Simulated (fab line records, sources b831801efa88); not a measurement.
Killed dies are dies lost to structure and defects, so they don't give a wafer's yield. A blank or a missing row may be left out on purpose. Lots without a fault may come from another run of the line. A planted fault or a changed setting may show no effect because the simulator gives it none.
fab line records | flow gf180mcu
record lots=5 wafers=15 last_day=33
route steps=602 shown DNWELL@33 NWELL@42 LVPWELL@54 MVSD@66
lots that met no fault: from a run of the same line without faults
start_h: hours from the record's first day to the start of the lot's first wafer shown | wait_h: hours since the lot's step before | " the same as in the row above | L1.1+2: a row that stands for several wafers | - no value, or no start given | * or withheld: withheld | < > ~ a bound
route shown NAME@n: a module of which the file shows steps, and the number in the route of the first | usual: mean/standard deviation of fault-free wafers | same: alike in all rows | chamber/n: place in a boat | sites: the reading at each site | _std_site: their standard deviation | _edge_site: outer sites' mean less inner sites' | radius_mm: how far each site lies from the wafer's centre | mask NAME#n: copy n | behind: the tool/chamber that last shaped the wafer | hold: why the lot was held/for how many hours/how that ended | device: the transistor (n, p or np) that didn't switch | end of line: the same wafers' tests at the end of the route | a step without rows: its recipe alone | killed: dies lost to structure and defects at the first sort, not the wafer's yield | map: a wafer's dies, x killed, . not, _ none there
set.NAME: the setting as run; set.NAME@STEP: as run at that earlier step | model.NAME: the simulator's own value behind a step, which no gauge read
lots at some steps of the route; a table a step, a row a wafer
services: from which hour (start_h, from the record's first day; less than 0 if before it) a tool's chamber was out of use, for how many hours, and why
## steps
# step GF_DNWELL_HMDS_01
# recipe prime_time_s=60 prime_temp_c=120
# columns lot.wafer tool chamber start_h wait_h
L075.2+3+4 litho_track-02 0 42.81 0.1
L088.2+3+4 litho_track-04 0 109.69 0.1
L089.1+2+6 litho_track-01 0 113.08 0.1
L090.4+5+6 litho_track-02 0 120.01 0.1
L091.2+3+4 litho_track-01 0 124.71 0.1
# step GF_DNWELL_COAT_02
# recipe spin_rpm=2000 resist_thk_nm=3000
# usual spin_speed_rpm=1999.9/1.3
# columns lot.wafer tool chamber start_h wait_h spin_speed_rpm
L075.2 litho_track-02 0 42.96 0.1 1999.3
L075.3 " 0 " " 2000.8
L075.4 " 0 " " 1998.6
L088.2 litho_track-04 0 109.84 0.1 1999.2
L088.3 " 0 " " 2000.6
L088.4 " 0 " " 2001.9
L089.1 litho_track-01 0 113.23 0.1 1998.7
L089.2 " 0 " " 1998.8
L089.6 " 0 " " 1999.6
L090.4 litho_track-02 0 120.16 0.1 1999.0
L090.5 " 0 " " 2001.1
L090.6 " 0 " " 1999.7
L091.2 litho_track-01 0 124.86 0.1 1999.8
L091.3 " 0 " " 2000.9
L091.4 " 0 " " 1998.2
# step GF_DNWELL_SOFTBAKE_03
# recipe temp_c=110 time_s=withheld
# columns lot.wafer tool chamber start_h wait_h
L075.2+3+4 litho_track-02 0 43.12 0.1
L088.2+3+4 litho_track-04 0 110.00 0.1
L089.1+2+6 litho_track-01 0 113.38 0.1
L090.4+5+6 litho_track-02 0 120.34 0.1
L091.2+3+4 litho_track-01 0 125.02 0.1
# step GF_DNWELL_EXPOSE_04
# recipe mask_id=DNWELL target_cd_nm=1700 na=0.6 source_shape=conventional sigma_outer=0.6 dose_mj=260
# same sigma_outer=0.6
# columns lot.wafer tool chamber start_h wait_h mask
L075.2+3+4 iline_stepper-02 0 - - DNWELL#0
L088.2+3+4 iline_stepper-02 0 - - DNWELL#0
L089.1+2+6 iline_stepper-01 0 - - DNWELL#0
L090.4+5+6 iline_stepper-02 0 - - DNWELL#0
L091.2+3+4 iline_stepper-01 0 - - DNWELL#0
# step GF_DNWELL_PEB_05
# recipe temp_c=115 time_s=withheld
# columns lot.wafer tool chamber start_h wait_h
L075.2+3+4 litho_track-04 0 - -
L088.2+3+4 litho_track-02 0 - -
L089.1+2+6 litho_track-04 0 - -
L090.4+5+6 litho_track-01 0 - -
L091.2+3+4 litho_track-01 0 - -
# step GF_DNWELL_DEVELOP_06
# recipe wall_angle_deg=90 develop_time_s=60 dev_temp_c=23
# usual developer_temp_C=23.00/0.1
# columns lot.wafer tool chamber start_h wait_h developer_temp_C
L075.2 litho_track-04 0 - - 22.95
L075.3 " 0 " " 22.82
L075.4 " 0 " " 22.86
L088.2 litho_track-02 0 - - 22.88
L088.3 " 0 " " 22.81
L088.4 " 0 " " 22.93
L089.1 litho_track-04 0 - - 22.93
L089.2 " 0 " " 23.06
L089.6 " 0 " " 23.02
L090.4 litho_track-01 0 - - 23.00
L090.5 " 0 " " 23.09
L090.6 " 0 " " 23.03
L091.2 litho_track-01 0 - - 22.81
L091.3 " 0 " " 22.87
L091.4 " 0 " " 22.77
# step GF_DNWELL_IMPLANT_07
# recipe species=P energy_kev=1500 dose_cm2=1e+13 tilt_deg=0
# same implant_ion_amu=31
# columns lot.wafer tool chamber start_h wait_h
L075.2+3+4 implanter-02 0 49.34 -
L088.2+3+4 implanter-01 0 117.06 -
L089.1+2+6 implanter-01 0 120.96 -
L090.4+5+6 implanter-04 0 128.51 -
L091.2+3+4 implanter-04 0 133.06 -
# step GF_DNWELL_STRIP_08
# recipe chemistry=O2/N2 power_w=1400 pressure_mtorr=1500 platen_temp_c=250 o2_flow_sccm=3000 n2_flow_sccm=300 overash_fraction=0.5
# usual drypump_motor_current_A=5.7/0.36 heater_power_w=354/33 n2_flow_sccm=300.0/0.88 oes_product_au=0.723/0.0049 strip_time_to_endpoint_s=36.97/0.096
# columns lot.wafer tool chamber start_h wait_h drypump_motor_current_A heater_power_w n2_flow_sccm oes_product_au rf_hours_counter_h strip_time_to_endpoint_s
L075.2 plasma_asher-02 1 49.46 0.1 5.2 376 299.9 0.725 26 36.83
L075.3 " 1 " " 5.2 365 301.0 0.718 - 36.78
L075.4 " 0 " " 6.0 363 299.9 0.726 - 36.92
L088.2 plasma_asher-03 1 117.19 0.1 5.5 403 298.6 0.717 48 37.07
L088.3 " 0 " " 5.6 341 300.5 0.726 - 37.15
L088.4 " 1 " " 5.5 404 300.0 0.719 - 36.97
L089.1 plasma_asher-01 1 121.11 0.1 6.4 285 300.6 0.721 46 37.10
L089.2 " 0 " " 5.8 329 299.7 0.726 46 37.04
L089.6 " 0 " " 5.8 329 300.7 0.728 - 37.06
L090.4 plasma_asher-03 1 128.62 0.1 5.5 408 299.8 0.727 - 36.94
L090.5 " 0 " " 5.7 350 298.8 0.719 - 36.86
L090.6 " 1 " " 5.5 409 299.4 0.722 - 36.94
L091.2 plasma_asher-02 1 133.18 0.1 5.2 361 300.0 0.731 35 36.95
L091.3 " 0 " " 6.0 360 299.7 0.726 - 36.91
L091.4 " 1 " " 5.2 355 300.3 0.726 - 36.94
# step GF_DNWELL_TW_MEAS_09
# usual DNWELL_TW=1350/13
# columns lot.wafer tool chamber start_h wait_h DNWELL_TW
L075.2 film_metro-02 - 49.57 0.1 1358
L075.3 " - " " 1364
L075.4 " - " " 1362
L088.2 film_metro-01 - 117.31 0.1 1353
L088.3 " - " " 1356
L088.4 " - " " 1350
L089.1 film_metro-04 - 121.21 0.1 1344
L089.2 " - " " 1335
L089.6 " - " " 1343
L090.4 film_metro-02 - 128.71 0.1 1372
L090.5 " - " " 1371
L090.6 " - " " 1368
L091.2 film_metro-02 - 133.29 0.1 1349
L091.3 " - " " 1349
L091.4 " - " " 1352
# step GF_NWELL_DEHYDRATE_00
# recipe temp_c=200 time_s=60
# same time_s=60
# columns lot.wafer tool chamber start_h wait_h
L075.2+3+4 litho_track-02 0 55.01 5.4
L088.2+3+4 litho_track-04 0 123.54 6.2
L089.1+2+6 litho_track-04 0 128.51 7.3
L090.4+5+6 litho_track-03 0 135.87 7.1
L091.2+3+4 litho_track-03 0 140.37 7.1
# step GF_NWELL_HMDS_01
# recipe prime_time_s=60 prime_temp_c=120
# columns lot.wafer tool chamber start_h wait_h
L075.2+3+4 litho_track-02 0 55.16 0.1
L088.2+3+4 litho_track-04 0 123.69 0.1
L089.1+2+6 litho_track-04 0 128.66 0.1
L090.4+5+6 litho_track-03 0 136.02 0.1
L091.2+3+4 litho_track-03 0 140.52 0.1
# step GF_NWELL_COAT_02
# recipe spin_rpm=2000 resist_thk_nm=3000
# usual spin_speed_rpm=2000.1/1.2
# columns lot.wafer tool chamber start_h wait_h spin_speed_rpm
L075.2 litho_track-02 0 55.31 0.1 2000.7
L075.3 " 0 " " 2001.0
L075.4 " 0 " " 2001.8
L088.2 litho_track-04 0 123.84 0.1 1998.1
L088.3 " 0 " " 2002.6
L088.4 " 0 " " 1999.4
L089.1 litho_track-04 0 128.81 0.1 1999.3
L089.2 " 0 " " 1999.9
L089.6 " 0 " " 1999.4
L090.4 litho_track-03 0 136.17 0.1 1996.7
L090.5 " 0 " " 1997.2
L090.6 " 0 " " 1998.7
L091.2 litho_track-03 0 140.67 0.1 1999.1
L091.3 " 0 " " 2000.0
L091.4 " 0 " " 2001.8
# step GF_NWELL_SOFTBAKE_03
# recipe temp_c=110 time_s=withheld
# columns lot.wafer tool chamber start_h wait_h
L075.2+3+4 litho_track-02 0 55.47 0.1
L088.2+3+4 litho_track-04 0 124.00 0.1
L089.1+2+6 litho_track-04 0 128.96 0.1
L090.4+5+6 litho_track-03 0 136.35 0.1
L091.2+3+4 litho_track-03 0 140.83 0.1
# step GF_NWELL_EXPOSE_04
# recipe mask_id=Nwell target_cd_nm=860 na=0.6 source_shape=conventional sigma_outer=0.6 dose_mj=260
# same sigma_outer=0.6
# columns lot.wafer tool chamber start_h wait_h mask
L075.2+3+4 iline_stepper-01 0 - - Nwell#0
L088.2+3+4 iline_stepper-02 0 - - Nwell#0
L089.1+2+6 iline_stepper-02 0 - - Nwell#0
L090.4+5+6 iline_stepper-01 0 - - Nwell#0
L091.2+3+4 iline_stepper-02 0 - - Nwell#0
# step GF_NWELL_PEB_05
# recipe temp_c=115 time_s=withheld
# columns lot.wafer tool chamber start_h wait_h
L075.2+3+4 litho_track-03 0 - -
L088.2+3+4 litho_track-02 0 - -
L089.1+2+6 litho_track-04 0 - -
L090.4+5+6 litho_track-04 0 - -
L091.2+3+4 litho_track-04 0 - -
# step GF_NWELL_DEVELOP_06
# recipe wall_angle_deg=90 develop_time_s=60 dev_temp_c=23
# usual developer_temp_C=22.99/0.11
# columns lot.wafer tool chamber start_h wait_h developer_temp_C
L075.2 litho_track-03 0 - - 23.12
L075.3 " 0 " " 23.04
L075.4 " 0 " " 23.07
L088.2 litho_track-02 0 - - 22.86
L088.3 " 0 " " 22.97
L088.4 " 0 " " 22.99
L089.1 litho_track-04 0 - - 23.04
L089.2 " 0 " " 23.00
L089.6 " 0 " " 23.23
L090.4 litho_track-04 0 - - 23.15
L090.5 " 0 " " 22.99
L090.6 " 0 " " 23.09
L091.2 litho_track-04 0 - - 23.11
L091.3 " 0 " " 23.01
L091.4 " 0 " " 23.08
# step GF_NWELL_OVL_MEAS_07
# usual NWELL_OVL=1.4/1.2
# columns lot.wafer tool chamber start_h wait_h NWELL_OVL[nm]
L075.2 overlay-01 - 61.65 - 1.3
L075.3 " - " " 1.9
L075.4 " - " " 1.1
L088.2 overlay-02 - 131.44 - -0.7
L088.3 " - " " 1.2
L088.4 " - " " -1.6
L089.1 overlay-01 - 136.66 - 1.6
L089.2 " - " " 1.9
L089.6 " - " " 1.2
L090.4 overlay-02 - 144.28 - 2.9
L090.5 " - " " 2.6
L090.6 " - " " 2.0
L091.2 overlay-01 - 149.02 - 2.4
L091.3 " - " " 1.5
L091.4 " - " " 3.2
# step GF_NWELL_IMPLANT_08
# recipe species=P energy_kev=450 dose_cm2=1.5e+13 tilt_deg=0
# same implant_ion_amu=31
# columns lot.wafer tool chamber start_h wait_h
L075.2+3+4 implanter-04 0 61.71 0.0
L088.2+3+4 implanter-03 0 131.50 0.0
L089.1+2+6 implanter-03 0 136.70 0.0
L090.4+5+6 implanter-03 0 144.37 0.1
L091.2+3+4 implanter-03 0 149.07 0.0
# step GF_NWELL_IMPLANT_09
# recipe species=P energy_kev=160 dose_cm2=4e+12 tilt_deg=0
# same implant_ion_amu=31
# columns lot.wafer tool chamber start_h wait_h
L075.2+3+4 implanter-04 0 61.86 0.1
L088.2+3+4 implanter-03 0 131.65 0.1
L089.1+2+6 implanter-03 0 136.85 0.1
L090.4+5+6 implanter-03 0 144.52 0.1
L091.2+3+4 implanter-03 0 149.22 0.1
# step GF_NWELL_STRIP_10
# recipe chemistry=O2/N2 power_w=1400 pressure_mtorr=1500 platen_temp_c=250 o2_flow_sccm=3000 n2_flow_sccm=300 overash_fraction=0.5
# usual drypump_motor_current_A=5.60/0.24 heater_power_w=336/48 n2_flow_sccm=300.0/0.78 oes_product_au=0.722/0.0045 strip_time_to_endpoint_s=36.96/0.091
# columns lot.wafer tool chamber start_h wait_h drypump_motor_current_A heater_power_w n2_flow_sccm oes_product_au rf_hours_counter_h strip_time_to_endpoint_s
L075.2 plasma_asher-03 0 61.98 0.1 5.65 345 299.5 0.726 42 37.06
L075.3 " 0 " " 5.66 353 299.6 0.726 - 36.93
L075.4 " 1 " " 5.48 416 298.5 0.717 - 36.90
L088.2 plasma_asher-03 1 131.77 0.1 5.46 412 299.5 0.721 50 36.91
L088.3 " 0 " " 5.67 349 301.1 0.723 - 36.86
L088.4 " 1 " " 5.48 411 299.8 0.719 - 36.88
L089.1 plasma_asher-04 0 137.00 0.1 5.87 326 299.3 0.721 2 37.08
L089.2 " 1 " " 5.40 260 299.5 0.727 2 37.04
L089.6 " 0 " " 5.86 326 299.1 0.720 - 37.07
L090.4 plasma_asher-02 0 144.63 0.1 5.98 358 299.8 0.726 - 37.00
L090.5 " 0 " " 5.98 356 299.5 0.722 - 36.93
L090.6 " 1 " " 5.23 364 298.5 0.720 - 36.99
L091.2 plasma_asher-04 0 149.35 0.1 5.84 320 300.6 0.730 3 37.05
L091.3 " 1 " " 5.41 262 299.0 0.723 - 36.95
L091.4 " 0 " " 5.84 322 300.9 0.729 - 37.00
# step GF_NWELL_TW_MEAS_11
# usual NWELL_TW=1563/9.5
# columns lot.wafer tool chamber start_h wait_h NWELL_TW
L075.2 film_metro-02 - 62.09 0.1 1576
L075.3 " - " " 1580
L075.4 " - " " 1569
L088.2 film_metro-04 - 131.88 0.1 1568
L088.3 " - " " 1557
L088.4 " - " " 1559
L089.1 film_metro-04 - 137.10 0.1 1564
L089.2 " - " " 1557
L089.6 " - " " 1560
L090.4 film_metro-04 - 144.73 0.1 1556
L090.5 " - " " 1556
L090.6 " - " " 1547
L091.2 film_metro-03 - 149.46 0.1 1550
L091.3 " - " " 1564
L091.4 " - " " 1562
# step GF_LVPWELL_DEHYDRATE_00
# recipe temp_c=200 time_s=60
# same time_s=60
# columns lot.wafer tool chamber start_h wait_h
L075.2+3+4 litho_track-03 0 68.12 6.0
L088.2+3+4 litho_track-02 0 138.81 6.9
L089.1+2+6 litho_track-02 0 144.24 7.1
L090.4+5+6 litho_track-02 0 151.86 7.1
L091.2+3+4 litho_track-03 0 156.62 7.2
# step GF_LVPWELL_HMDS_01
# recipe prime_time_s=60 prime_temp_c=120
# columns lot.wafer tool chamber start_h wait_h
L075.2+3+4 litho_track-03 0 68.27 0.1
L088.2+3+4 litho_track-02 0 138.96 0.1
L089.1+2+6 litho_track-02 0 144.39 0.1
L090.4+5+6 litho_track-02 0 152.01 0.1
L091.2+3+4 litho_track-03 0 156.77 0.1
# step GF_LVPWELL_COAT_02
# recipe spin_rpm=2000 resist_thk_nm=3000
# usual spin_speed_rpm=2000.0/1.2
# columns lot.wafer tool chamber start_h wait_h spin_speed_rpm
L075.2 litho_track-03 0 68.42 0.1 2003.5
L075.3 " 0 " " 2000.5
L075.4 " 0 " " 1999.9
L088.2 litho_track-02 0 139.11 0.1 1998.7
L088.3 " 0 " " 1997.7
L088.4 " 0 " " 1998.5
L089.1 litho_track-02 0 144.54 0.1 2000.8
L089.2 " 0 " " 2001.2
L089.6 " 0 " " 1999.9
L090.4 litho_track-02 0 152.16 0.1 2002.7
L090.5 " 0 " " 2000.5
L090.6 " 0 " " 2001.6
L091.2 litho_track-03 0 156.92 0.1 2000.2
L091.3 " 0 " " 2000.5
L091.4 " 0 " " 1999.3
# step GF_LVPWELL_SOFTBAKE_03
# recipe temp_c=110 time_s=withheld
# columns lot.wafer tool chamber start_h wait_h
L075.2+3+4 litho_track-03 0 68.58 0.1
L088.2+3+4 litho_track-02 0 139.27 0.1
L089.1+2+6 litho_track-02 0 144.69 0.1
L090.4+5+6 litho_track-02 0 152.34 0.1
L091.2+3+4 litho_track-03 0 157.08 0.1
# step GF_LVPWELL_EXPOSE_04
# recipe mask_id=LVPWELL target_cd_nm=600 na=0.6 source_shape=conventional sigma_outer=0.6 dose_mj=260
# same sigma_outer=0.6
# columns lot.wafer tool chamber start_h wait_h mask
L075.2+3+4 iline_stepper-01 0 - - LVPWELL#0
L088.2+3+4 iline_stepper-02 0 - - LVPWELL#0
L089.1+2+6 iline_stepper-01 0 - - LVPWELL#0
L090.4+5+6 iline_stepper-01 0 - - LVPWELL#0
L091.2+3+4 iline_stepper-01 0 - - LVPWELL#0
# step GF_LVPWELL_PEB_05
# recipe temp_c=115 time_s=withheld
# columns lot.wafer tool chamber start_h wait_h
L075.2+3+4 litho_track-03 0 - -
L088.2+3+4 litho_track-02 0 - -
L089.1+2+6 litho_track-01 0 - -
L090.4+5+6 litho_track-02 0 - -
L091.2+3+4 litho_track-03 0 - -
# step GF_LVPWELL_DEVELOP_06
# recipe wall_angle_deg=90 develop_time_s=60 dev_temp_c=23
# usual developer_temp_C=22.99/0.11
# columns lot.wafer tool chamber start_h wait_h developer_temp_C
L075.2 litho_track-03 0 - - 23.06
L075.3 " 0 " " 23.00
L075.4 " 0 " " 23.05
L088.2 litho_track-02 0 - - 22.99
L088.3 " 0 " " 23.08
L088.4 " 0 " " 23.03
L089.1 litho_track-01 0 - - 23.07
L089.2 " 0 " " 23.21
L089.6 " 0 " " 23.14
L090.4 litho_track-02 0 - - 23.06
L090.5 " 0 " " 23.00
L090.6 " 0 " " 22.99
L091.2 litho_track-03 0 - - 22.97
L091.3 " 0 " " 23.17
L091.4 " 0 " " 23.04
# step GF_LVPWELL_OVL_MEAS_07
# usual LVPWELL_OVL=-0.7/1.5
# columns lot.wafer tool chamber start_h wait_h LVPWELL_OVL[nm]
L075.2 overlay-01 - 75.15 - -2.7
L075.3 " - " " -1.9
L075.4 " - " " -0.7
L088.2 overlay-01 - 147.74 - -0.3
L088.3 " - " " 0.8
L088.4 " - " " 0.1
L089.1 overlay-02 - 152.68 - -1.2
L089.2 " - " " -1.8
L089.6 " - " " -2.7
L090.4 overlay-01 - 160.56 - 0.7
L090.5 " - " " 1.7
L090.6 " - " " 1.7
L091.2 overlay-01 - 165.10 - 0.1
L091.3 " - " " -1.1
L091.4 " - " " -0.2
# step GF_LVPWELL_IMPLANT_08
# recipe species=B energy_kev=170 dose_cm2=1.5e+13 tilt_deg=0
# same implant_ion_amu=11
# columns lot.wafer tool chamber start_h wait_h
L075.2+3+4 implanter-02 0 75.21 0.0
L088.2+3+4 implanter-03 0 147.80 0.0
L089.1+2+6 implanter-03 0 152.72 0.0
L090.4+5+6 implanter-03 0 160.65 0.1
L091.2+3+4 implanter-02 0 165.16 0.0
# step GF_LVPWELL_IMPLANT_09
# recipe species=B energy_kev=60 dose_cm2=5e+12 tilt_deg=0
# same implant_ion_amu=11
# columns lot.wafer tool chamber start_h wait_h
L075.2+3+4 implanter-02 0 75.36 0.1
L088.2+3+4 implanter-03 0 147.95 0.1
L089.1+2+6 implanter-03 0 152.87 0.1
L090.4+5+6 implanter-03 0 160.80 0.1
L091.2+3+4 implanter-02 0 165.31 0.1
# step GF_LVPWELL_STRIP_10
# recipe chemistry=O2/N2 power_w=1400 pressure_mtorr=1500 platen_temp_c=250 o2_flow_sccm=3000 n2_flow_sccm=300 overash_fraction=0.5
# usual drypump_motor_current_A=5.8/0.33 heater_power_w=319/45 n2_flow_sccm=299.9/0.91 oes_product_au=0.723/0.0044 strip_time_to_endpoint_s=36.96/0.097
# columns lot.wafer tool chamber start_h wait_h drypump_motor_current_A heater_power_w n2_flow_sccm oes_product_au rf_hours_counter_h strip_time_to_endpoint_s
L075.2 plasma_asher-04 0 75.48 0.1 5.9 337 299.4 0.728 42 37.05
L075.3 " 0 " " 5.9 340 298.2 0.721 - 36.90
L075.4 " 1 " " 5.4 257 301.8 0.725 - 36.88
L088.2 plasma_asher-03 0 148.07 0.1 5.6 357 300.4 0.711 52 36.90
L088.3 " 0 " " 5.6 346 299.4 0.723 - 36.94
L088.4 " 1 " " 5.5 414 300.3 0.723 - 37.01
L089.1 plasma_asher-01 1 153.02 0.1 6.4 278 300.1 0.731 49 37.09
L089.2 " 0 " " 5.7 329 300.1 0.726 49 36.89
L089.6 " 1 " " 6.4 279 301.4 0.722 - 36.96
L090.4 plasma_asher-04 0 160.91 0.1 5.8 319 299.3 0.720 - 37.04
L090.5 " 1 " " 5.4 262 300.5 0.723 - 37.00
L090.6 " 0 " " 5.9 316 299.3 0.721 - 37.02
L091.2 plasma_asher-01 0 165.43 0.1 5.8 323 299.8 0.724 51 37.06
L091.3 " 0 " " 5.8 327 300.1 0.728 - 36.98
L091.4 " 1 " " 6.4 282 299.4 0.723 - 37.03
# step GF_LVPWELL_TW_MEAS_11
# usual LVPWELL_TW=557/3.4
# columns lot.wafer tool chamber start_h wait_h LVPWELL_TW
L075.2 film_metro-03 - 75.59 0.1 555
L075.3 " - " " 557
L075.4 " - " " 561
L088.2 film_metro-04 - 148.18 0.1 552
L088.3 " - " " 552
L088.4 " - " " 552
L089.1 film_metro-04 - 153.12 0.1 555
L089.2 " - " " 555
L089.6 " - " " 552
L090.4 film_metro-02 - 161.00 0.1 557
L090.5 " - " " 557
L090.6 " - " " 557
L091.2 film_metro-03 - 165.54 0.1 552
L091.3 " - " " 553
L091.4 " - " " 553
# step GF_MVSD_DEHYDRATE_00
# recipe temp_c=200 time_s=60
# same time_s=60
# columns lot.wafer tool chamber start_h wait_h
L075.2+3+4 litho_track-03 0 82.17 6.6
L088.2+3+4 litho_track-04 0 155.24 7.0
L089.1+2+6 litho_track-01 0 160.33 7.2
L090.4+5+6 litho_track-04 0 168.29 7.3
L091.2+3+4 litho_track-01 0 172.46 6.9
# step GF_MVSD_HMDS_01
# recipe prime_time_s=60 prime_temp_c=120
# columns lot.wafer tool chamber start_h wait_h
L075.2+3+4 litho_track-03 0 82.32 0.1
L088.2+3+4 litho_track-04 0 155.39 0.1
L089.1+2+6 litho_track-01 0 160.48 0.1
L090.4+5+6 litho_track-04 0 168.44 0.1
L091.2+3+4 litho_track-01 0 172.61 0.1
# step GF_MVSD_COAT_02
# recipe spin_rpm=2000 resist_thk_nm=3000
# usual spin_speed_rpm=1999.7/1.2
# columns lot.wafer tool chamber start_h wait_h spin_speed_rpm
L075.2 litho_track-03 0 82.47 0.1 1999.0
L075.3 " 0 " " 2000.4
L075.4 " 0 " " 1999.4
L088.2 litho_track-04 0 155.54 0.1 1997.8
L088.3 " 0 " " 1998.3
L088.4 " 0 " " 2000.0
L089.1 litho_track-01 0 160.63 0.1 2000.6
L089.2 " 0 " " 1999.6
L089.6 " 0 " " 2002.2
L090.4 litho_track-04 0 168.59 0.1 2000.0
L090.5 " 0 " " 1996.9
L090.6 " 0 " " 1999.1
L091.2 litho_track-01 0 172.76 0.1 1999.4
L091.3 " 0 " " 1999.9
L091.4 " 0 " " 1998.6
# step GF_MVSD_SOFTBAKE_03
# recipe temp_c=110 time_s=withheld
# columns lot.wafer tool chamber start_h wait_h
L075.2+3+4 litho_track-03 0 82.63 0.1
L088.2+3+4 litho_track-04 0 155.70 0.1
L089.1+2+6 litho_track-01 0 160.78 0.1
L090.4+5+6 litho_track-04 0 168.76 0.1
L091.2+3+4 litho_track-01 0 172.92 0.1
# step GF_MVSD_EXPOSE_04
# recipe mask_id=MVSD target_cd_nm=1000 na=0.6 source_shape=conventional sigma_outer=0.6 dose_mj=260
# same sigma_outer=0.6
# columns lot.wafer tool chamber start_h wait_h mask
L075.2+3+4 iline_stepper-01 0 - - MVSD#0
L088.2+3+4 iline_stepper-01 0 - - MVSD#0
L089.1+2+6 iline_stepper-02 0 - - MVSD#0
L090.4+5+6 iline_stepper-01 0 - - MVSD#0
L091.2+3+4 iline_stepper-02 0 - - MVSD#0
# step GF_MVSD_PEB_05
# recipe temp_c=115 time_s=withheld
# columns lot.wafer tool chamber start_h wait_h
L075.2+3+4 litho_track-03 0 - -
L088.2+3+4 litho_track-04 0 - -
L089.1+2+6 litho_track-03 0 - -
L090.4+5+6 litho_track-01 0 - -
L091.2+3+4 litho_track-03 0 - -
# step GF_MVSD_DEVELOP_06
# recipe wall_angle_deg=90 develop_time_s=60 dev_temp_c=23
# usual developer_temp_C=22.99/0.11
# columns lot.wafer tool chamber start_h wait_h developer_temp_C
L075.2 litho_track-03 0 - - 23.05
L075.3 " 0 " " 23.05
L075.4 " 0 " " 22.87
L088.2 litho_track-04 0 - - 23.23
L088.3 " 0 " " 22.88
L088.4 " 0 " " 23.06
L089.1 litho_track-03 0 - - 22.87
L089.2 " 0 " " 22.85
L089.6 " 0 " " 22.92
L090.4 litho_track-01 0 - - 23.15
L090.5 " 0 " " 22.97
L090.6 " 0 " " 23.13
L091.2 litho_track-03 0 - - 23.07
L091.3 " 0 " " 23.12
L091.4 " 0 " " 22.81
# step GF_MVSD_OVL_MEAS_07
# usual MVSD_OVL=-0.1/1.3
# columns lot.wafer tool chamber start_h wait_h MVSD_OVL[nm]
L075.2 overlay-02 - 89.90 - -0.5
L075.3 " - " " 1.8
L075.4 " - " " 0.6
L088.2 overlay-01 - 163.82 - -0.4
L088.3 " - " " 1.4
L088.4 " - " " 1.7
L089.1 overlay-02 - 169.05 - 1.2
L089.2 " - " " 0.1
L089.6 " - " " -0.3
L090.4 overlay-02 - 177.30 - -1.0
L090.5 " - " " 1.0
L090.6 " - " " 0.0
L091.2 overlay-02 - 181.45 - 0.4
L091.3 " - " " 0.2
L091.4 " - " " 1.1
# step GF_MVSD_IMPLANT_08
# recipe species=P energy_kev=400 dose_cm2=1.6e+13 tilt_deg=0
# same implant_ion_amu=31
# columns lot.wafer tool chamber start_h wait_h
L075.2+3+4 implanter-04 0 89.96 0.0
L088.2+3+4 implanter-04 0 163.87 0.0
L089.1+2+6 implanter-04 0 169.08 0.0
L090.4+5+6 implanter-04 0 177.39 0.1
L091.2+3+4 implanter-03 0 181.51 0.0
# step GF_MVSD_IMPLANT_09
# recipe species=P energy_kev=100 dose_cm2=5e+12 tilt_deg=0
# same implant_ion_amu=31
# columns lot.wafer tool chamber start_h wait_h
L075.2+3+4 implanter-04 0 90.11 0.1
L088.2+3+4 implanter-04 0 164.02 0.1
L089.1+2+6 implanter-04 0 169.23 0.1
L090.4+5+6 implanter-04 0 177.54 0.1
L091.2+3+4 implanter-03 0 181.66 0.1
# step GF_MVSD_STRIP_10
# recipe chemistry=O2/N2 power_w=1400 pressure_mtorr=1500 platen_temp_c=250 o2_flow_sccm=3000 n2_flow_sccm=300 overash_fraction=0.5
# usual drypump_motor_current_A=5.8/0.4 heater_power_w=324/36 n2_flow_sccm=299.9/0.96 oes_product_au=0.723/0.0049 strip_time_to_endpoint_s=36.99/0.1
# columns lot.wafer tool chamber start_h wait_h drypump_motor_current_A heater_power_w n2_flow_sccm oes_product_au rf_hours_counter_h strip_time_to_endpoint_s
L075.2 plasma_asher-02 1 90.23 0.1 5.3 352 298.6 0.714 30 36.97
L075.3 " 1 " " 5.2 359 298.7 0.727 - 36.87
L075.4 " 0 " " 6.0 362 300.2 0.722 - 36.99
L088.2 plasma_asher-02 1 164.15 0.1 5.2 358 299.9 0.725 38 36.98
L088.3 " 0 " " 6.0 356 300.9 0.725 - 36.99
L088.4 " 1 " " 5.2 364 300.0 0.727 - 36.87
L089.1 plasma_asher-04 1 169.38 0.1 5.4 263 300.6 0.721 5 37.16
L089.2 " 0 " " 5.8 320 300.7 0.725 5 37.07
L089.6 " 1 " " 5.4 271 300.5 0.724 - 37.05
L090.4 plasma_asher-01 1 177.65 0.1 6.4 290 300.2 0.721 - 36.94
L090.5 " 0 " " 5.8 327 301.6 0.724 - 36.94
L090.6 " 1 " " 6.4 284 301.5 0.722 - 37.08
L091.2 plasma_asher-04 0 181.78 0.1 5.9 318 299.3 0.719 6 36.91
L091.3 " 1 " " 5.4 270 299.5 0.720 - 36.89
L091.4 " 0 " " 5.8 321 298.9 0.727 - 36.82
# step GF_MVSD_TW_MEAS_11
# usual MVSD_TW=1566/9.2
# columns lot.wafer tool chamber start_h wait_h MVSD_TW
L075.2 film_metro-03 - 90.34 0.1 1574
L075.3 " - " " 1574
L075.4 " - " " 1575
L088.2 film_metro-04 - 164.26 0.1 1560
L088.3 " - " " 1558
L088.4 " - " " 1552
L089.1 film_metro-02 - 169.48 0.1 1578
L089.2 " - " " 1564
L089.6 " - " " 1575
L090.4 film_metro-03 - 177.75 0.1 1566
L090.5 " - " " 1565
L090.6 " - " " 1568
L091.2 film_metro-04 - 181.89 0.1 1563
L091.3 " - " " 1570
L091.4 " - " " 1577
## services
# columns tool chamber start_h hours kind
implanter-03 - 25.12 1.4 repair
implanter-03 - 31.94 4.0 repair
implanter-03 - 36.48 6.3 repair
iline_stepper-01 - 40.00 1.7 pm
implanter-03 - 47.19 3.5 repair
implanter-03 - 50.81 2.2 pm
plasma_asher-03 - 55.24 0.8 repair
iline_stepper-02 - 59.48 1.7 pm
plasma_asher-02 - 66.85 1.5 repair
implanter-03 - 88.88 1.8 repair
implanter-01 - 100.43 3.3 repair
plasma_asher-04 - 108.75 9.0 pm
plasma_asher-04 0 108.75 9.0 vent_cycle
plasma_asher-04 1 108.75 9.0 vent_cycle
plasma_asher-04 0 117.75 - clean
plasma_asher-04 1 117.75 - clean
implanter-03 - 141.22 1.5 repair
## key
fault none
